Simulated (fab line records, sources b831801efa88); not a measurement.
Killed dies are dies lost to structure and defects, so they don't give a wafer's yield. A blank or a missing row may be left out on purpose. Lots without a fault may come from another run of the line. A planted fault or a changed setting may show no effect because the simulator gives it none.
Chamber matching | flow gf180mcu | GF_V3_CMP_26 on cmp-02: 4 sister chambers
The step polishes, stops on SiO2, t overpolish 15 s, target thk 0 nm. 4 wafers are shown with their chamber, then 8 later ones without.

WAFERS WITH THEIR CHAMBER
wafer  | chamber | time_to_endpoint_s (s)
L634.2 | 1       | 89
L634.4 | 0       | 88
L634.6 | 2       | 90
L637.3 | 3       | 78

WAFERS WITHOUT THEIR CHAMBER
wafer  | time_to_endpoint_s (s)
L637.4 | 86
L637.5 | 83
L642.2 | 87
L642.3 | 88
L642.5 | 91
L648.2 | 82
L648.3 | 89
L648.6 | 90

WHICH CHAMBER EACH WENT THROUGH
wafer  | from the rows above               | in truth
L637.4 | can't be placed: 0 or 1 or 2      | 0
L637.5 | can't be placed: 0 or 3 or 1 or 2 | 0
L642.2 | can't be placed: 0 or 1 or 2      | 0
L642.3 | can't be placed: 0 or 1 or 2      | 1
L642.5 | can't be placed: 2 or 1 or 0      | 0
L648.2 | can't be placed: 3 or 0 or 1 or 2 | 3
L648.3 | can't be placed: 1 or 0 or 2      | 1
L648.6 | can't be placed: 2 or 1 or 0      | 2
Placed correctly: 0 of 8. Can't be placed from these rows: 8 (the true chamber is among the candidates in 8). Placed wrongly: 0.
How it was worked out, from the rows above alone: a wafer's distance from a chamber is the root of the sum, over the readings, of the square of ((its reading less the chamber's mean) divided by the reading's scatter). The wafer belongs to the nearest chamber; if the next one is less than 2 further off, it can't be placed. A chamber's mean is the mean of its shown wafers. The scatter: with one shown wafer a chamber, the root of the mean of the squares of how far each hidden wafer lies from its nearest shown one.
